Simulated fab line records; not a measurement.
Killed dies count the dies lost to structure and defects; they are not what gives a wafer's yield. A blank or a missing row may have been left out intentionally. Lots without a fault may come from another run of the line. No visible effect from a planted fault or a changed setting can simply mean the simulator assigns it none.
A lot that was struck, set against a sound lot    flow gf180mcu    14 steps out of a route of 602
Sound: wafers L666.1, L666.3, L666.6. Struck: wafers L682.2, L682.3, L682.4. At the end, the cause is stated.
For every step that has rows: the tool of each side, followed by ch and its chambers, followed by its first start. Under that, the readings that differ: sound wafers    struck wafers    difference of the means    sigmas: that difference in standard deviations of wafers without a fault.
alike: words and numbers the same on both sides, and readings whose means are apart by under 2 such deviations; not compared: readings that were withheld, readings missing a value for some wafer, numbers with overlapping values and no deviation given by the record, and bounds like >300 which may hide the same value.
The two part at a step that has a row with sigmas, a row that says differs or no value, or rows on one side only. When numbers do not overlap yet have no deviation, they are printed without sigmas and do not part them. Lack of a reading on every wafer of one side parts them only where that side has two or more wafers.

first, 1 step without rows for these wafers: GF_V2_CVD_00 (deposits SiO2, target thk 600 nm, time 100 s).
GF_V2_THK_MEAS_01:
  sound on film-metro-03 at day 20 05:46; struck on film-metro-01 at day 25 19:28
  alike: V2_CVD_00_THK
GF_V2_CVD_02: deposits SiO2 from TEOS, target thk 850 nm, time 94.851 s.
  sound on pecvd-04 ch 0,2, day 20 05:49; struck on pecvd-04 ch 0,2, day 25 19:31
  alike: heater-power-w
GF_V2_THK_MEAS_03:
  sound on film-metro-04 at day 20 05:53; struck on film-metro-03 at day 25 19:36
  alike: V2_CVD_02_THK
GF_V2_CMP_04: polishes SiO2.
  sound on cmp-01 ch 1,3, day 20 06:00; struck on cmp-02 ch 0,1,2, day 25 19:39
  alike: head-pressure-psi, motor-current-A, retaining-ring-pressure-frac, slurry-flow-ml-min, time-to-endpoint-s
GF_V2_BOW_MEAS_05:
  sound on film-metro-04 at day 20 06:15; struck on film-metro-01 at day 25 19:58
  alike: V2_BOW
then, 6 steps without rows for these wafers: GF_V2_DEHYDRATE_06 (time 60 s); GF_V2_HMDS_07 (prime time 60 s); GF_V2_COAT_08; GF_V2_COAT_09 (resist thk 1000 nm); GF_V2_SOFTBAKE_10 (time 60 s); GF_V2_EXPOSE_11 (exposes mask Via2, target cd 260 nm).
GF_V2_PEB_12: peb time 90 s.
  struck on litho-track-04, day 26 16:38; sound on litho-track-04 ch 0, day 21 06:41
  no value came back on the struck wafers for chill-plate-temp-C (C), exhaust-pa (Pa); on the sound wafers chill-plate-temp-C (C) reads 22.95 22.99 22.85
then, 1 step without rows for these wafers: GF_V2_DEVELOP_13 (develop time 60 s).

## WHERE THEY PART
Only at GF_V2_PEB_12, as far as this record shows.

WHY: the cause the simulator had injected
Step skipped in full: litho-track-04, at GF_V2_PEB_12, from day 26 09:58 onward. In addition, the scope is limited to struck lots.
